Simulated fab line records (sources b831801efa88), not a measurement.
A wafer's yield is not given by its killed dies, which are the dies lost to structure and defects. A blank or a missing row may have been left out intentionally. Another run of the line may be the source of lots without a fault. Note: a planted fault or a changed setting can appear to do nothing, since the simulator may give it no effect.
fab line records ; flow sky130
[record] lots = 6; wafers = 18; last_day = 50
route steps=708 shown VIA3@589 METAL4@598 PAD_OPEN@708
lots with no fault: from the same line, run without faults
start_h: hours from the record's opening day to when the first of the lot's shown wafers began ; wait_h: hours elapsed since this lot's preceding step ; " identical to the entry in the row above ; L1.1+2: a row that stands for several wafers ; - no value, or no start given ; * or withheld: withheld ; < > ~ a bound
route shown NAME@n: a module of which the file shows steps, and the number in the route of the first ; usual: mean/standard deviation of fault-free wafers ; same: alike in all rows ; chamber/n: place in a boat ; sites: the reading at each site ; _std_site: the values' standard deviation ; _edge_site: outer sites' mean less inner sites' ; radius_mm: how far each site lies from the wafer's centre ; mask NAME#n: copy n ; behind: tool/chamber where the wafer was last shaped ; hold: why the lot went on hold/how many hours it stayed there/how the hold came to an end ; device: the transistor (n, p or np) that didn't switch ; end of line: the route-end tests of the same wafers ; step lacking rows: just its recipe ; killed: the dies lost at the first sort to structure and to defects; this is not the yield of the wafer ; map: shows each die of a wafer: x if killed, . if not, _ if none is there
set.NAME: the run value of the setting; set.NAME@STEP: its run value at that earlier step ; model.NAME: the simulator's own value behind a step, which no gauge read
a table for each step, a row for each wafer; lots at some steps of the route
services: from which hour (start_h, from the record's first day; less than 0 if before it) a tool's chamber was out of use, for how many hours, and why
[[steps]]
[step SKY_VIA3_STRIP_16]
[recipe] chemistry = O2/N2; power_w = 1400; pressure_mtorr = 1500; platen_temp_c = withheld; o2_flow_sccm = 3000; n2_flow_sccm = 300; overash_fraction = 0.5
[step SKY_VIA3_STRIP_17]
[recipe] chemistry = post_etch_residue_remover; time_s = 1200; temp_c = 72.5
[step SKY_VIA3_CLEAN_18]
[recipe] chemistry = IPA; time_s = 180; temp_c = 25
[step SKY_VIA3_CLEAN_19]
[recipe] chemistry = O3/DIW; dry = n2_spin
[step SKY_VIA3_SPUTTER_20]
[recipe] material = TiN; target_thk_nm = 20; chamber_pressure_pa = 5; power_w = 4000; time_s = 80
[usual] chamber_pressure_pa = 4.999/0.0094; throttle_valve_pct = 29.5/0.82
lot.wafer;tool;chamber;start_h;wait_h;chamber_pressure_pa;throttle_valve_pct
L612.1;pvd_sputter-03;-;958.99;0.0;4.992;29.2
L612.3;pvd_sputter-03;-;958.99;0.0;5.001;28.3
L612.4;pvd_sputter-03;-;958.99;0.0;5.005;30.1
L613.2;pvd_sputter-01;-;966.29;0.0;5.014;29.9
L613.4;pvd_sputter-01;-;966.29;0.0;5.003;31.0
L613.6;pvd_sputter-01;-;966.29;0.0;4.993;29.6
L622.1;pvd_sputter-02;-;1011.80;0.0;5.004;29.9
L622.4;pvd_sputter-02;-;1011.80;0.0;5.001;31.6
L622.5;pvd_sputter-02;-;1011.80;0.0;4.992;30.0
L623.2;pvd_sputter-03;-;1023.13;0.0;4.995;28.8
L623.3;pvd_sputter-03;-;1023.13;0.0;5.018;30.0
L623.4;pvd_sputter-03;-;1023.13;0.0;4.999;29.2
L627.1;pvd_sputter-03;-;1043.85;0.0;5.016;30.0
L627.2;pvd_sputter-03;-;1043.85;0.0;5.009;29.0
L627.6;pvd_sputter-03;-;1043.85;0.0;5.005;28.1
L629.1;pvd_sputter-03;-;1065.79;0.0;4.990;29.4
L629.3;pvd_sputter-03;-;1065.79;0.0;5.006;28.9
L629.6;pvd_sputter-03;-;1065.79;0.0;5.013;28.7
[step SKY_VIA3_CVD_21]
[recipe] material = W; target_thk_nm = 390; time_s = 117.31; temp_c = 400; pressure_torr = 40
[usual] heater_power_w = 875/100
lot.wafer;tool;chamber;start_h;wait_h;heater_power_w
L612.1;cvd_w-01;1;959.05;0.0;816
L612.3;cvd_w-01;0;959.05;0.0;829
L612.4;cvd_w-01;1;959.05;0.0;811
L613.2;cvd_w-02;0;966.39;0.1;1041
L613.4;cvd_w-02;0;966.39;0.1;1054
L613.6;cvd_w-02;0;966.39;0.1;1066
L622.1;cvd_w-02;0;1011.86;0.0;1049
L622.4;cvd_w-02;0;1011.86;0.0;1059
L622.5;cvd_w-02;0;1011.86;0.0;1027
L623.2;cvd_w-01;0;1023.19;0.0;844
L623.3;cvd_w-01;1;1023.19;0.0;821
L623.4;cvd_w-01;0;1023.19;0.0;831
L627.1;cvd_w-01;0;1043.91;0.0;830
L627.2;cvd_w-01;1;1043.91;0.0;810
L627.6;cvd_w-01;1;1043.91;0.0;809
L629.1;cvd_w-01;1;1065.85;0.0;835
L629.3;cvd_w-01;1;1065.85;0.0;836
L629.6;cvd_w-01;1;1065.85;0.0;823
[step SKY_VIA3_RS_MEAS_22]
[recipe] thk_meas_gauge = four-point-probe; reads = W_of_VIA3_CVD_21+TiN_of_VIA3_SPUTTER_20
[usual] VIA3_W_RS = 0.292/0.0035
lot.wafer;tool;chamber;start_h;wait_h;VIA3_W_RS[ohm/sq]
L612.1;film_metro-01;-;959.17;0.1;0.294
L612.3;film_metro-01;-;959.17;0.1;0.293
L612.4;film_metro-01;-;959.17;0.1;0.297
L613.2;film_metro-01;-;966.62;0.2;0.294
L613.4;film_metro-01;-;966.62;0.2;0.298
L613.6;film_metro-01;-;966.62;0.2;0.295
L622.1;film_metro-03;-;1011.98;0.1;0.290
L622.4;film_metro-03;-;1011.98;0.1;0.288
L622.5;film_metro-03;-;1011.98;0.1;0.292
L623.2;film_metro-01;-;1023.33;0.1;0.286
L623.3;film_metro-01;-;1023.33;0.1;0.290
L623.4;film_metro-01;-;1023.33;0.1;0.288
L627.1;film_metro-01;-;1044.03;0.1;0.285
L627.2;film_metro-01;-;1044.03;0.1;0.289
L627.6;film_metro-01;-;1044.03;0.1;0.292
L629.1;film_metro-02;-;1065.97;0.1;0.296
L629.3;film_metro-02;-;1065.97;0.1;0.295
L629.6;film_metro-02;-;1065.97;0.1;0.296
[step SKY_VIA3_THK_MEAS_23]
[recipe] thk_meas_gauge = xrf; reads = W_of_VIA3_CVD_21
[usual] VIA3_W_THK = 387/5.8
lot.wafer;tool;chamber;start_h;wait_h;VIA3_W_THK[nm]
L612.1;film_metro-01;-;959.29;0.1;388
L612.3;film_metro-01;-;959.29;0.1;391
L612.4;film_metro-01;-;959.29;0.1;380
L613.2;film_metro-01;-;966.73;0.1;391
L613.4;film_metro-01;-;966.73;0.1;385
L613.6;film_metro-01;-;966.73;0.1;389
L622.1;film_metro-03;-;1012.10;0.1;382
L622.4;film_metro-03;-;1012.10;0.1;381
L622.5;film_metro-03;-;1012.10;0.1;379
L623.2;film_metro-01;-;1023.44;0.1;399
L623.3;film_metro-01;-;1023.44;0.1;390
L623.4;film_metro-01;-;1023.44;0.1;394
L627.1;film_metro-01;-;1044.15;0.1;403
L627.2;film_metro-01;-;1044.15;0.1;395
L627.6;film_metro-01;-;1044.15;0.1;391
L629.1;film_metro-02;-;1066.09;0.1;381
L629.3;film_metro-02;-;1066.09;0.1;383
L629.6;film_metro-02;-;1066.09;0.1;380
[step SKY_VIA3_CMP_24]
[recipe] stop_on = SiO2; t_overpolish_s = 20; down_force_psi = 3.5; platen_rpm = 60; target_thk_nm = 0; pad_velocity_m_s = 0.94248
[step SKY_METAL4_SPUTTER_00]
[recipe] material = Ti; target_thk_nm = 15; power_w = 3000; time_s = 10; chamber_pressure_pa = 0.4
[usual] chamber_pressure_pa = 0.4000/0.00079; throttle_valve_pct = 29.7/0.67
lot.wafer;tool;chamber;start_h;wait_h;chamber_pressure_pa;throttle_valve_pct
L612.1;pvd_sputter-04;-;959.65;0.1;0.3997;29.4
L612.3;pvd_sputter-04;-;959.65;0.1;0.3997;30.2
L612.4;pvd_sputter-04;-;959.65;0.1;0.4008;30.5
L613.2;pvd_sputter-04;-;967.08;0.1;0.3991;29.5
L613.4;pvd_sputter-04;-;967.08;0.1;0.4005;29.8
L613.6;pvd_sputter-04;-;967.08;0.1;0.3993;30.2
L622.1;pvd_sputter-01;-;1012.46;0.2;0.4000;28.5
L622.4;pvd_sputter-01;-;1012.46;0.2;0.3992;29.9
L622.5;pvd_sputter-01;-;1012.46;0.2;0.3988;29.8
L623.2;pvd_sputter-01;-;1023.79;0.2;0.4000;29.7
L623.3;pvd_sputter-01;-;1023.79;0.2;0.4004;29.1
L623.4;pvd_sputter-01;-;1023.79;0.2;0.4004;30.8
L627.1;pvd_sputter-04;-;1044.51;0.1;0.4003;30.4
L627.2;pvd_sputter-04;-;1044.51;0.1;0.4007;29.6
L627.6;pvd_sputter-04;-;1044.51;0.1;0.4001;29.9
L629.1;pvd_sputter-04;-;1066.45;0.1;0.3988;30.1
L629.3;pvd_sputter-04;-;1066.45;0.1;0.4002;30.6
L629.6;pvd_sputter-04;-;1066.45;0.1;0.3993;29.4
[step SKY_METAL4_SPUTTER_01]
[recipe] material = TiN; target_thk_nm = 20; power_w = 6500; time_s = 16.7; chamber_pressure_pa = 0.4
[usual] chamber_pressure_pa = 0.3999/0.00074; throttle_valve_pct = 29.7/0.67
lot.wafer;tool;chamber;start_h;wait_h;chamber_pressure_pa;throttle_valve_pct
L612.1;pvd_sputter-04;-;959.67;0.0;0.3992;29.7
L612.3;pvd_sputter-04;-;959.67;0.0;0.3996;30.1
L612.4;pvd_sputter-04;-;959.67;0.0;0.4001;30.5
L613.2;pvd_sputter-04;-;967.10;0.0;0.4004;29.4
L613.4;pvd_sputter-04;-;967.10;0.0;0.3997;30.1
L613.6;pvd_sputter-04;-;967.10;0.0;0.4003;30.2
L622.1;pvd_sputter-01;-;1012.48;0.0;0.4005;28.6
L622.4;pvd_sputter-01;-;1012.48;0.0;0.3996;29.7
L622.5;pvd_sputter-01;-;1012.48;0.0;0.4007;29.7
L623.2;pvd_sputter-01;-;1023.82;0.0;0.3998;29.9
L623.3;pvd_sputter-01;-;1023.82;0.0;0.4004;29.5
L623.4;pvd_sputter-01;-;1023.82;0.0;0.4000;30.7
L627.1;pvd_sputter-04;-;1044.53;0.0;0.3996;30.5
L627.2;pvd_sputter-04;-;1044.53;0.0;0.3997;29.6
L627.6;pvd_sputter-04;-;1044.53;0.0;0.4002;29.8
L629.1;pvd_sputter-04;-;1066.47;0.0;0.4008;30.0
L629.3;pvd_sputter-04;-;1066.47;0.0;0.4004;30.7
L629.6;pvd_sputter-04;-;1066.47;0.0;0.3989;29.7
[step SKY_METAL4_SPUTTER_02]
[recipe] material = AlCu; target_thk_nm = 735; power_w = 10220; time_s = 39.1; chamber_pressure_pa = 0.4
[usual] chamber_pressure_pa = 0.3999/0.00078; throttle_valve_pct = 29.7/0.67
lot.wafer;tool;chamber;start_h;wait_h;chamber_pressure_pa;throttle_valve_pct
L612.1;pvd_sputter-04;-;959.70;0.0;0.3994;29.6
L612.3;pvd_sputter-04;-;959.70;0.0;0.4010;29.8
L612.4;pvd_sputter-04;-;959.70;0.0;0.4011;30.4
L613.2;pvd_sputter-04;-;967.13;0.0;0.3988;29.6
L613.4;pvd_sputter-04;-;967.13;0.0;0.4008;29.7
L613.6;pvd_sputter-04;-;967.13;0.0;0.3998;29.7
L622.1;pvd_sputter-01;-;1012.51;0.0;0.3985;28.6
L622.4;pvd_sputter-01;-;1012.51;0.0;0.4003;29.8
L622.5;pvd_sputter-01;-;1012.51;0.0;0.3997;30.0
L623.2;pvd_sputter-01;-;1023.84;0.0;0.4007;29.5
L623.3;pvd_sputter-01;-;1023.84;0.0;0.4001;29.3
L623.4;pvd_sputter-01;-;1023.84;0.0;0.3989;30.8
L627.1;pvd_sputter-04;-;1044.56;0.0;0.4017;30.5
L627.2;pvd_sputter-04;-;1044.56;0.0;0.3995;29.5
L627.6;pvd_sputter-04;-;1044.56;0.0;0.4008;29.6
L629.1;pvd_sputter-04;-;1066.50;0.0;0.4003;29.8
L629.3;pvd_sputter-04;-;1066.50;0.0;0.3999;30.4
L629.6;pvd_sputter-04;-;1066.50;0.0;0.3992;29.4
[step SKY_METAL4_SPUTTER_03]
[recipe] material = Ti; target_thk_nm = 5; power_w = 3000; time_s = 3.3; chamber_pressure_pa = 0.4
[usual] chamber_pressure_pa = 0.3999/0.0014; throttle_valve_pct = 29.7/0.68
lot.wafer;tool;chamber;start_h;wait_h;chamber_pressure_pa;throttle_valve_pct
L612.1;pvd_sputter-04;-;959.74;0.0;0.3514;31.7
L612.3;pvd_sputter-04;-;959.74;0.0;0.3993;30.1
L612.4;pvd_sputter-04;-;959.74;0.0;0.4023;30.6
L613.2;pvd_sputter-04;-;967.16;0.0;0.3505;31.8
L613.4;pvd_sputter-04;-;967.16;0.0;0.3992;29.8
L613.6;pvd_sputter-04;-;967.16;0.0;0.3980;30.1
L622.1;pvd_sputter-01;-;1012.55;0.0;0.4012;28.4
L622.4;pvd_sputter-01;-;1012.55;0.0;0.4012;29.5
L622.5;pvd_sputter-01;-;1012.55;0.0;0.3998;29.6
L623.2;pvd_sputter-01;-;1023.88;0.0;0.3991;29.8
L623.3;pvd_sputter-01;-;1023.88;0.0;0.3991;29.6
L623.4;pvd_sputter-01;-;1023.88;0.0;0.4002;31.3
L627.1;pvd_sputter-04;-;1044.60;0.0;0.4011;30.5
L627.2;pvd_sputter-04;-;1044.60;0.0;0.4007;29.7
L627.6;pvd_sputter-04;-;1044.60;0.0;0.3997;30.0
L629.1;pvd_sputter-04;-;1066.54;0.0;0.3993;29.7
L629.3;pvd_sputter-04;-;1066.54;0.0;0.4002;30.4
L629.6;pvd_sputter-04;-;1066.54;0.0;0.3999;29.9
[step SKY_METAL4_SPUTTER_04]
[recipe] material = TiN; target_thk_nm = 70; power_w = 6500; time_s = 58.3; chamber_pressure_pa = 0.4
[step SKY_PAD_OPEN_PROBE_99]
[usual] defect_limited_yield = 82.3/2.1; killed_at_M0_to_M3 = 43/7.4; killed_at_M4_up = 3.1/1.8; killed_at_contacts = 26/5.6; killed_at_front_end = 15/4.9; killed_at_other = 0.2/0.44; killed_dies = 87/10; killed_open = 48/7.6; killed_short = 39/6.2; sort_bin_3_pad_short = 0.9/0.43; sort_bin_5_function = 10.5/1.5; sort_bin_6_memory = 6.3/1.2; sort_n_pass = 405/10; sort_yield_pct = 82.3/2.1
[same] gross_dies = 492; killed_at_back_side = 0; sort_bin_4_leakage[%] = 0; sort_bin_8_speed[%] = 0
lot.wafer;tool;chamber;start_h;wait_h;defect_limited_yield[%];killed_at_M0_to_M3;killed_at_M4_up;killed_at_contacts;killed_at_front_end;killed_at_other;killed_dies;killed_open;killed_short;sort_bin_3_pad_short[%];sort_bin_5_function[%];sort_bin_6_memory[%];sort_n_pass;sort_yield_pct[%]
L612.1;prober-02;-;1100.05;0.1;84.1;35;4;29;10;0;78;44;31;0.8;9.1;5.9;414;84.1
L612.3;prober-02;-;1100.15;0.2;81.5;48;2;27;14;0;91;49;42;0.6;11.0;6.9;401;81.5
L612.4;prober-02;-;1100.20;0.2;81.9;43;4;26;16;0;89;55;34;1.0;10.8;6.3;403;81.9
L613.2;prober-01;-;1104.87;0.1;81.5;48;8;18;17;0;91;46;45;1.2;10.2;7.1;401;81.5
L613.4;prober-01;-;1104.97;0.2;80.3;47;3;24;23;0;97;63;34;1.6;12.4;5.7;395;80.3
L613.6;prober-01;-;1105.07;0.2;82.1;45;3;26;14;0;88;41;47;1.8;11.0;5.1;404;82.1
L622.1;prober-01;-;1144.95;0.1;83.5;52;5;14;10;0;81;49;28;1.0;10.0;5.5;411;83.5
L622.4;prober-01;-;1145.10;0.2;84.1;47;3;18;10;0;78;36;42;0.6;8.3;6.9;414;84.1
L622.5;prober-01;-;1145.15;0.2;84.6;41;3;24;7;1;76;47;29;0.6;9.6;5.3;416;84.6
L623.2;prober-02;-;1153.12;0.1;82.7;34;2;34;15;0;85;49;36;0.4;11.2;5.7;407;82.7
L623.3;prober-02;-;1153.17;0.2;87.8;26;3;18;13;0;60;32;28;0.6;7.5;4.1;432;87.8
L623.4;prober-02;-;1153.22;0.2;83.1;40;1;21;21;0;83;45;38;0.8;9.8;6.3;409;83.1
L627.1;prober-02;-;1169.16;0.1;80.7;45;3;33;14;0;95;59;36;0.2;11.4;7.7;397;80.7
L627.2;prober-02;-;1169.21;0.1;80.7;55;2;21;17;0;95;50;45;0.4;12.2;6.7;397;80.7
L627.6;prober-02;-;1169.41;0.2;80.3;50;4;20;23;0;97;53;44;1.2;11.0;7.5;395;80.3
// killed by level:class
L612.1 CONTACT:geometric_particle:open=14 VIA3:geometric_particle:open=8 CONTACT:geometric_particle:short=7 VIA2:geometric_particle:open=6 VIA3:geometric_particle:short=5 FIELD_ISO:geometric_particle:open=3 POLY_GATE:geometric_particle:short=3 POLY_GATE:geometric_particle:open=3
L612.3 VIA1:geometric_particle:open=17 CONTACT:geometric_particle:open=8 LI_CONTACT:geometric_particle:open=7 METAL2:geometric_particle:short=7 VIA2:geometric_particle:open=7 CONTACT:geometric_particle:short=6 POLY_GATE:geometric_particle:short=5 FIELD_ISO:geometric_particle:short=4
L612.4 CONTACT:geometric_particle:open=10 VIA1:geometric_particle:open=9 LI_CONTACT:geometric_particle:open=8 VIA2:geometric_particle:open=7 VIA3:geometric_particle:open=6 METAL2:geometric_particle:short=5 POLY_GATE:geometric_particle:open=4 POLY_GATE:geometric_particle:short=4
L613.2 VIA1:geometric_particle:open=14 METAL2:geometric_particle:short=8 VIA1:geometric_particle:short=7 METAL4:geometric_particle:short=6 LI_CONTACT:geometric_particle:open=6 CONTACT:geometric_particle:open=6 FIELD_ISO:geometric_particle:open=5 METAL1:geometric_particle:short=5
L613.4 CONTACT:geometric_particle:open=14 VIA1:geometric_particle:open=12 VIA2:geometric_particle:open=9 POLY_GATE:geometric_particle:open=6 VIA3:geometric_particle:open=6 FIELD_ISO:geometric_particle:open=5 VIA1:geometric_particle:short=5 POLY_GATE:geometric_particle:short=4
L613.6 CONTACT:geometric_particle:open=15 VIA1:geometric_particle:short=12 FIELD_ISO:geometric_particle:short=7 VIA1:geometric_particle:open=7 METAL3:geometric_particle:short=7 METAL2:geometric_particle:short=6 VIA3:geometric_particle:open=5 FIELD_ISO:geometric_particle:open=4
L622.1 VIA2:geometric_particle:open=11 VIA1:geometric_particle:open=10 CONTACT:geometric_particle:open=7 METAL1:geometric_particle:short=5 METAL2:geometric_particle:short=5 VIA3:geometric_particle:open=5 METAL4:geometric_particle:short=4 VIA1:area_etch=4
L622.4 VIA2:geometric_particle:open=9 VIA1:geometric_particle:open=8 LI_CONTACT:geometric_particle:open=5 LOCAL_INTERCONNECT:geometric_particle:short=5 METAL1:geometric_particle:short=5 VIA1:geometric_particle:short=5 METAL2:geometric_particle:short=5 FIELD_ISO:geometric_particle:short=4
L622.5 VIA1:geometric_particle:open=13 CONTACT:geometric_particle:open=9 LI_CONTACT:geometric_particle:open=6 VIA1:geometric_particle:short=6 VIA2:geometric_particle:open=6 VIA3:geometric_particle:open=6 FIELD_ISO:geometric_particle:open=3 LI_CONTACT:geometric_particle:short=3
L623.2 CONTACT:geometric_particle:open=14 VIA1:geometric_particle:open=10 FIELD_ISO:geometric_particle:open=7 CONTACT:geometric_particle:short=7 METAL2:geometric_particle:short=7 LI_CONTACT:geometric_particle:open=6 LOCAL_INTERCONNECT:geometric_particle:short=5 FIELD_ISO:geometric_particle:short=4
L623.3 CONTACT:geometric_particle:open=9 VIA1:geometric_particle:open=7 VIA1:geometric_particle:short=4 FIELD_ISO:geometric_particle:short=3 POLY_GATE:geometric_particle:open=3 SPACER:geometric_particle:open=3 CONTACT:geometric_particle:short=3 VIA2:geometric_particle:open=3
L623.4 CONTACT:geometric_particle:open=8 VIA2:geometric_particle:open=7 LI_CONTACT:geometric_particle:open=6 FIELD_ISO:geometric_particle:open=5 METAL1:geometric_particle:short=5 VIA1:geometric_particle:open=5 METAL2:geometric_particle:short=5 METAL3:geometric_particle:short=5
L627.1 CONTACT:geometric_particle:open=15 VIA2:geometric_particle:open=10 VIA1:geometric_particle:open=8 VIA3:geometric_particle:open=7 LI_CONTACT:geometric_particle:open=6 CONTACT:geometric_particle:short=5 VIA2:geometric_particle:short=5 LOCAL_INTERCONNECT:geometric_particle:short=4
L627.2 VIA1:geometric_particle:open=18 METAL2:geometric_particle:short=8 CONTACT:geometric_particle:short=7 METAL1:geometric_particle:short=7 VIA1:geometric_particle:short=7 CONTACT:geometric_particle:open=6 FIELD_ISO:geometric_particle:short=4 POLY_GATE:geometric_particle:open=4
L627.6 VIA1:geometric_particle:open=15 FIELD_ISO:geometric_particle:open=9 METAL1:geometric_particle:short=7 SPACER:geometric_particle:short=6 CONTACT:geometric_particle:open=6 VIA3:geometric_particle:open=6 LI_CONTACT:geometric_particle:open=5 CONTACT:geometric_particle:short=5
[[services]]
tool;chamber;start_h;hours;kind
pvd_sputter-01;-;935.12;4.5;repair
cvd_w-02;1;964.27;5.6;repair
pvd_sputter-03;-;966.55;3.4;repair
pvd_sputter-02;-;1005.81;5.8;repair
cvd_w-02;-;1006.53;0.9;repair
pvd_sputter-04;-;1020.83;1.3;repair
[[key]]
[first_sign] step = SKY_METAL4_SPUTTER_03; reading = chamber_pressure_pa; direction = down; sigmas = 34; usual = 0.3999; struck = 0.3510
[effect] step = SKY_METAL4_SPUTTER_03; reading = throttle_valve_pct; direction = up; sigmas = 3; usual = 29.7; struck = 31.8
met_at SKY_METAL4_SPUTTER_03
struck_wafers L612.1,L613.2
[fault] kind = process_parameter_drift; tool = pvd_sputter-04; chamber = -; onset_h = 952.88; steps = SKY_METAL4_SPUTTER_03; channel = chamber_pressure_pa; offset = -0.048922; shape = step; end_h = 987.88; acts_in = these_recipes_only; stated = 0.4; scope = struck_wafers_only
